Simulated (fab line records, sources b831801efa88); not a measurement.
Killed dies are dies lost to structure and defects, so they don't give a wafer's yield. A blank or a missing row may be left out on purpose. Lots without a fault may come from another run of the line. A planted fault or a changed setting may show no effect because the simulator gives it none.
Which tool did it? | flow sky130 | 12 lots, 36 wafers sampled, at 4 steps of a route of 708

WHAT THE GAUGES READ, wafer by wafer
SKY_SD_N_RS_MEAS_17: measures by four-point-probe. Usual: SD_P_RS 147.0 ohm/sq, standard deviation 0.34.
lot  | measured     | on            | SD_P_RS (ohm/sq)  | flag
L325 | day 27 22:18 | film_metro-01 | 146.7 146.5 147.0 |
L329 | day 29 08:59 | film_metro-04 | 145.6 146.4 146.1 |
L331 | day 30 03:26 | film_metro-04 | 146.2 146.3 146.1 |
L333 | day 30 16:16 | film_metro-04 | 146.6 146.4 146.4 |
L337 | day 32 09:21 | film_metro-02 | 146.9 147.1 146.8 |
L338 | day 32 16:48 | film_metro-04 | 146.6 147.0 147.2 |
L341 | day 33 13:58 | film_metro-01 | 146.7 147.0 146.4 |
L342 | day 33 17:50 | film_metro-02 | 146.7 146.5 146.7 |
L344 | day 34 10:34 | film_metro-01 | 146.7 146.8 146.6 |
L346 | day 34 21:49 | film_metro-02 | 147.6 147.7 147.9 |
L347 | day 35 03:23 | film_metro-04 | 146.8 146.9 146.6 |
L348 | day 35 09:33 | film_metro-04 | 147.4 147.4 147.4 |

SKY_LI_CONTACT_CD_MEAS_12: target cd 170 nm. Usual: cd_nm 169.9 nm, standard deviation 1.4.
lot  | measured     | on        | cd_nm (nm)        | flag
L325 | day 29 02:53 | cd_sem-01 | 169.7 171.2 169.7 |
L329 | day 30 13:20 | cd_sem-01 | 168.1 169.8 170.3 |
L331 | day 31 08:30 | cd_sem-01 | 166.5 167.1 168.8 |
L333 | day 31 19:46 | cd_sem-01 | 170.8 171.7 169.7 |
L337 | day 33 12:43 | cd_sem-02 | 169.7 171.1 169.9 |
L338 | day 33 20:27 | cd_sem-01 | 169.5 168.8 169.6 |
L341 | day 34 17:18 | cd_sem-02 | 170.9 172.9 171.8 |
L342 | day 34 21:32 | cd_sem-01 | 167.8 169.5 168.6 |
L344 | day 35 14:25 | cd_sem-01 | 167.4 168.6 168.3 |
L346 | day 36 00:40 | cd_sem-01 | 167.6 169.2 168.6 |
L347 | day 36 06:56 | cd_sem-01 | 170.5 170.6 171.2 |
L348 | day 36 12:42 | cd_sem-02 | 168.9 170.3 169.0 |

WHICH TOOL RAN EACH LOT (tool, then ch and the chambers of the sampled wafers, then the start)
lot  | SKY_SD_P_IMPLANT_09             | SKY_SD_N_RTA_14
L325 | implanter-01 ch 0, day 25 11:20 | rtp_anneal-01 ch 0, day 27 22:00
L329 | implanter-02 ch 0, day 26 23:50 | rtp_anneal-01 ch 0, day 29 08:41
L331 | implanter-02 ch 0, day 27 19:24 | rtp_anneal-01 ch 0, day 30 03:08
L333 | implanter-04 ch 0, day 28 06:16 | rtp_anneal-01 ch 0, day 30 15:58
L337 | implanter-01 ch 0, day 30 00:57 | rtp_anneal-01 ch 0, day 32 09:02
L338 | implanter-02 ch 0, day 30 09:27 | rtp_anneal-02 ch 0, day 32 16:31
L341 | implanter-02 ch 0, day 31 07:09 | rtp_anneal-01 ch 0, day 33 13:40
L342 | implanter-02 ch 0, day 31 11:05 | rtp_anneal-02 ch 0, day 33 17:32
L344 | implanter-02 ch 0, day 32 04:15 | rtp_anneal-02 ch 0, day 34 10:16
L346 | implanter-04 ch 0, day 32 15:40 | rtp_anneal-02 ch 0, day 34 21:31
L347 | implanter-02 ch 0, day 32 20:16 | rtp_anneal-01 ch 0, day 35 03:05
L348 | implanter-02 ch 0, day 33 03:43 | rtp_anneal-02 ch 0, day 35 09:14
- SKY_SD_P_IMPLANT_09
- SKY_SD_N_RTA_14: time 2 s.

WHAT THE TOOLS THEMSELVES READ (means of the sampled wafers that have a number; where no wafer has one, the mark that the record gives instead)
SKY_SD_P_IMPLANT_09. Usual: beam_energy_keV 20.001, standard deviation 0.0059; tilt_deg -0.001 degrees, standard deviation 0.017.
lot  | tool         | beam_energy_keV | tilt_deg (degrees) | flag
L325 | implanter-01 | 20.002          | 0.008              |
L329 | implanter-02 | 20.255          | 0.002              | OFF
L331 | implanter-02 | 20.249          | -0.012             | OFF
L333 | implanter-04 | 20.000          | -0.009             |
L337 | implanter-01 | 20.002          | -0.012             |
L338 | implanter-02 | 20.002          | 0.003              |
L341 | implanter-02 | 20.006          | -0.019             |
L342 | implanter-02 | 19.997          | -0.012             |
L344 | implanter-02 | 20.000          | 0.018              |
L346 | implanter-04 | 19.993          | -0.008             |
L347 | implanter-02 | 20.006          | -0.001             |
L348 | implanter-02 | 20.007          | 0.007              |

SKY_SD_N_RTA_14. Usual: lamp_power_pct 15.74 %, standard deviation 0.05; wafer_temp_C_max 1078.0, standard deviation 1.4.
lot  | tool          | lamp_power_pct (%) | wafer_temp_C_max | flag
L325 | rtp_anneal-01 | 15.70              | 1077.1           |
L329 | rtp_anneal-01 | 15.75              | 1077.4           |
L331 | rtp_anneal-01 | 15.70              | 1078.1           |
L333 | rtp_anneal-01 | 15.75              | 1078.1           |
L337 | rtp_anneal-01 | 15.70              | 1077.6           |
L338 | rtp_anneal-02 | 15.71              | 1078.4           |
L341 | rtp_anneal-01 | 15.74              | 1078.7           |
L342 | rtp_anneal-02 | 15.76              | 1077.7           |
L344 | rtp_anneal-02 | 15.74              | 1077.9           |
L346 | rtp_anneal-02 | 15.74              | 1077.8           |
L347 | rtp_anneal-01 | 15.73              | 1077.7           |
L348 | rtp_anneal-02 | 15.71              | 1077.9           |

THE ANSWER, worked out from the rows above alone
Rule: a lot is off if the mean of its wafers that have a number lies more than 3 standard deviations from the usual mean. A lot without any number at a reading at which 4 lots or more have one is off too. The other lots that the step has rows for count as sound. The gauges are gone through in route order, then the tools' own readings, and for those a lot's mean is taken as printed above. The first step at which some lot is off is used, and at that step the reading that is off furthest; a lot without a number counts as furthest.
Off: L329, L331, at SKY_SD_P_IMPLANT_09 (beam_energy_keV).
A tool fits if, at that step or a process step before it, it ran every lot that is off, and no sound lot after the first of them. None of those tried fits.

WHAT THE SIMULATOR HAD PUT IN
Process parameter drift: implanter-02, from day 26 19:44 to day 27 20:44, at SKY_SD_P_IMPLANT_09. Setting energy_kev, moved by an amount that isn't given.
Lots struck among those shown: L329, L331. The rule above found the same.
